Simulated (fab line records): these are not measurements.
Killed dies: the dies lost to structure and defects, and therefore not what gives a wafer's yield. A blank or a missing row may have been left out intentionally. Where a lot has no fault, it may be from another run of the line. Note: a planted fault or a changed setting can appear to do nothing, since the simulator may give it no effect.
Struck lot and sound lot, side by side :: flow gf180mcu :: 25 steps out of a route of 602
Sound: wafers L680.2, L680.4, L680.5. Struck: wafer L691.6; the same lot's L691.5 was not struck, so it is left out; see the end for the cause.
For every step that has rows: the tool of each side, followed by ch and its chambers, followed by its first start. Under that, the readings that differ: sound wafers :: struck wafers :: difference of the means :: sigmas: that difference in standard deviations of wafers without a fault.
alike: readings with means less than 2 such deviations apart, plus words and numbers identical on both sides. not compared: withheld readings, readings lacking a value on some wafer, bounds such as >300 that could conceal the same value, and numbers that have no deviation in the record and whose values overlap.
A row with sigmas, a row that says differs or no value, or rows on one side alone: a step with any of these is where the two part. Numbers that don't overlap but have no deviation are shown without sigmas and don't part them. A reading missing from all wafers of one side parts the sides only when that side holds two or more wafers.

first, 5 steps without rows for these wafers: GF_HV_LDD_COAT_14 (resist thk 1000 nm); GF_HV_LDD_SOFTBAKE_15 (time 60 s); GF_HV_LDD_EXPOSE_16 (exposes mask Pplus LV AREA, target cd 400 nm); GF_HV_LDD_PEB_17; GF_HV_LDD_DEVELOP_18 (develop time 60 s).
GF_HV_LDD_CD_MEAS_19: target cd 400 nm.
  sound on cd_sem-02 at day 14 09:19; struck on cd_sem-02 at day 17 15:47
  alike: cd_nm
GF_HV_LDD_OVL_MEAS_20:
  sound on overlay-01 at day 14 09:25; struck on overlay-02 at day 17 15:50
  alike: HV_LDD_01_OVL
then, 1 step without rows for these wafers: GF_HV_LDD_IMPLANT_21.
GF_HV_LDD_STRIP_22: strips in O2/N2.
  sound on plasma_asher-03 ch 0,1, day 14 09:36; struck on plasma_asher-01 ch 1, day 17 16:04
reading: drypump_motor_current_A (A)
sound: 6.0 6.5 6.5
struck: 5.3
difference: -1.0
sigmas: -3
  alike: heater_power_w, oes_product_au, strip_time_to_endpoint_s
  not compared: rf_hours_counter_h
GF_HV_LDD_TW_MEAS_23:
  sound on film_metro-03 at day 14 09:43; struck on film_metro-03 at day 17 16:08
  alike: HV_LDD_2_TW
then, 2 steps without rows for these wafers: GF_HV_LDD_DEHYDRATE_24 (time 60 s); GF_HV_LDD_HMDS_25 (prime time 60 s).
GF_HV_LDD_COAT_26: resist thk 1000 nm.
  sound on litho_track-03 ch 0, day 14 19:55; struck on litho_track-03 ch 0, day 18 03:33
reading: model.NOVOLAK_of_HV_LDD_COAT_26.thk_nm (nm)
sound: 1003 1004 1002
struck: 981.9
difference: -21.1
sigmas: 
  alike: dispense_pressure_kPa
then, 3 steps without rows for these wafers: GF_HV_LDD_SOFTBAKE_27 (time 60 s); GF_HV_LDD_EXPOSE_28 (exposes mask Nplus HV AREA, target cd 400 nm); GF_HV_LDD_PEB_29.
GF_HV_LDD_DEVELOP_30: develop time 60 s.
  sound on litho_track-04 ch 0, day 15 06:08; struck on litho_track-01 ch 0, day 18 15:41
reading: model.NOVOLAK_of_HV_LDD_COAT_26.thk_nm (nm)
sound: 1002 1003 1002
struck: 981.5
difference: -20.8
sigmas: 
GF_HV_LDD_CD_MEAS_31: target cd 400 nm.
  sound on cd_sem-01 at day 15 06:16; struck on cd_sem-02 at day 18 15:49
  alike: cd_nm
GF_HV_LDD_OVL_MEAS_32:
  sound on overlay-01 at day 15 06:23; struck on overlay-01 at day 18 15:53
  alike: HV_LDD_02_OVL
then, 4 steps without rows for these wafers: GF_HV_LDD_IMPLANT_33; GF_HV_LDD_IMPLANT_34; GF_HV_LDD_IMPLANT_35; GF_HV_LDD_IMPLANT_36.
GF_HV_LDD_STRIP_37: strips in O2/N2.
  sound on plasma_asher-02 ch 0, day 15 07:01; struck on plasma_asher-02 ch 0, day 18 16:34
reading: strip_time_to_endpoint_s (s)
sound: 12.64 12.68 12.65
struck: 12.42
difference: -0.24
sigmas: -7
  alike: drypump_motor_current_A, heater_power_w, oes_product_au
  not compared: rf_hours_counter_h
GF_HV_LDD_TW_MEAS_38:
  sound on film_metro-03 at day 15 07:07; struck on film_metro-04 at day 18 16:38
  alike: HV_LDD_3_TW

## WHERE THEY PART
Last at GF_HV_LDD_STRIP_37 as far as this record goes, first at GF_HV_LDD_STRIP_22. Later steps at which nothing parts them and some readings are alike: GF_HV_LDD_TW_MEAS_38.

WHY: whatever the simulator had introduced
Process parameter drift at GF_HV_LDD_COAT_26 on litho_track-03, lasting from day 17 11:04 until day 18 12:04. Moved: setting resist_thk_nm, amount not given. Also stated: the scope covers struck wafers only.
